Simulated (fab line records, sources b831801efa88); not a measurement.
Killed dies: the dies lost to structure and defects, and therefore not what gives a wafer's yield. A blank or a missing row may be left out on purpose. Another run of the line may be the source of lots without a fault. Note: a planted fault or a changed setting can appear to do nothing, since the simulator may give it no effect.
Check of tool commonality    flow gf180mcu    Sample size 14 lots and 42 wafers

== WHY THIS WAS OPENED ==
At GF_NWELL_TW_MEAS_11 the reading NWELL_TW is flagged on 2 of 14 lots. Fault-free wafers read 1580, with a standard deviation of 11.
Rule: flag the lot when none of its wafers has a number, or when each of its wafers that has one lies beyond 4 standard deviations from that mean. All remaining lots are regarded as sound.

lot   measured     on             NWELL_TW, wafer by wafer  flag
L137  day 3 08:16  film-metro-03  1594 1588 1585            
L138  day 3 13:16  film-metro-01  1570 1569 1566            
L141  day 4 07:24  film-metro-01  1572 1578 1571            
L142  day 4 12:25  film-metro-03  1595 1590 1596            
L144  day 4 23:40  film-metro-04  1588 1583 1582            
L146  day 5 08:45  film-metro-03  1596 1605 1598            
L147  day 5 14:33  film-metro-01  30 30 30                  FLAGGED
L148  day 5 20:15  film-metro-04  30 30 30                  FLAGGED
L150  day 6 04:42  film-metro-04  1578 1586 1585            
L153  day 6 23:18  film-metro-04  1577 1579 1589            
L156  day 7 16:11  film-metro-04  1579 1586 1576            
L157  day 7 22:17  film-metro-04  1584 1578 1575            
L159  day 8 06:30  film-metro-01  1573 1564 1566            
L160  day 8 17:23  film-metro-01  1574 1582 1571            
The numbers of the flagged lots are 30 on average: -1550 against the usual, or -99 or more standard deviations.

== LOT BY LOT: THE TOOL USED ==
2 process steps preceding the reading are held in the record, out of 602 steps in the route. Cell contents, in order: the tool; ch with the chambers the sampled wafers went through; the start.
lot   flag     GF_DNWELL_STRIP_08                   GF_NWELL_STRIP_10
L137           plasma-asher-02 ch 0,1, day 2 18:50  plasma-asher-01 ch 0,1, day 3 08:11
L138           plasma-asher-01 ch 0,1, day 2 23:47  plasma-asher-01 ch 0,1, day 3 13:11
L141           plasma-asher-02 ch 0,1, day 3 17:40  plasma-asher-01 ch 0,1, day 4 07:18
L142           plasma-asher-03 ch 0,1, day 3 22:50  plasma-asher-02 ch 0,1, day 4 12:20
L144           plasma-asher-03 ch 0,1, day 4 09:26  plasma-asher-04 ch 0,1, day 4 23:35
L146           plasma-asher-02 ch 0, day 4 17:55    plasma-asher-02 ch 0,1, day 5 08:38
L147  FLAGGED  plasma-asher-02 ch 0,1, day 4 23:49  plasma-asher-04 ch 0,1, day 5 14:26
L148  FLAGGED  plasma-asher-02 ch 0,1, day 5 05:33  plasma-asher-01 ch 0,1, day 5 20:09
L150           plasma-asher-01 ch 0,1, day 5 13:55  plasma-asher-01 ch 0,1, day 6 04:36
L153           plasma-asher-03 ch 0,1, day 6 07:16  plasma-asher-02 ch 0,1, day 6 23:12
L156           plasma-asher-03 ch 0,1, day 7 00:19  plasma-asher-02 ch 0,1, day 7 16:05
L157           plasma-asher-02 ch 0,1, day 7 05:45  plasma-asher-04 ch 0,1, day 7 22:11
L159           plasma-asher-03 ch 0,1, day 7 14:07  plasma-asher-04 ch 0,1, day 8 06:23
L160           plasma-asher-03 ch 0,1, day 8 00:16  plasma-asher-02 ch 0,1, day 8 17:17
What is done by these steps:
- GF_DNWELL_STRIP_08: strips in O2/N2.
- GF_NWELL_STRIP_10: strips in O2/N2.
- GF_NWELL_TW_MEAS_11

== FLAGGED OVER TOTAL, TOOL BY TOOL (the gauges that took the reading come last) ==
step                 tool             lots run  flagged  share of the flagged lots  sound lots run after its first flagged lot
GF_DNWELL_STRIP_08   plasma-asher-01  2         0        none                       -
GF_DNWELL_STRIP_08   plasma-asher-02  6         2        all                        1 (L157)
GF_DNWELL_STRIP_08   plasma-asher-03  6         0        none                       -
GF_NWELL_STRIP_10    plasma-asher-01  5         1        some                       1 (L150)
GF_NWELL_STRIP_10    plasma-asher-02  5         0        none                       -
GF_NWELL_STRIP_10    plasma-asher-04  4         1        some                       2 (L157,L159)
GF_NWELL_TW_MEAS_11  film-metro-01    5         1        some                       2 (L159,L160)
GF_NWELL_TW_MEAS_11  film-metro-03    3         0        none                       -
GF_NWELL_TW_MEAS_11  film-metro-04    6         1        some                       4 (L150,L153,L156,L157)

== WHAT IS ALLOWED BY THE TABLE ==
1 row of the table ran every flagged lot: plasma-asher-02 at GF_DNWELL_STRIP_08.
- plasma-asher-02 at GF_DNWELL_STRIP_08 ran 6 lots, 2 of them flagged. Lots that were sound ran on it after the first flagged one (L157); a persistent fault on the entire tool would not allow that. On the flagged lots its readings are blank where sound lots have values: chamber-pressure-mTorr, drypump-motor-current-A, heater-power-w, oes-product-au and 1 more.
Every row of the table either missed a flagged lot or ran a sound lot after the first.

== WHAT HAD BEEN PUT IN BY THE SIMULATOR ==
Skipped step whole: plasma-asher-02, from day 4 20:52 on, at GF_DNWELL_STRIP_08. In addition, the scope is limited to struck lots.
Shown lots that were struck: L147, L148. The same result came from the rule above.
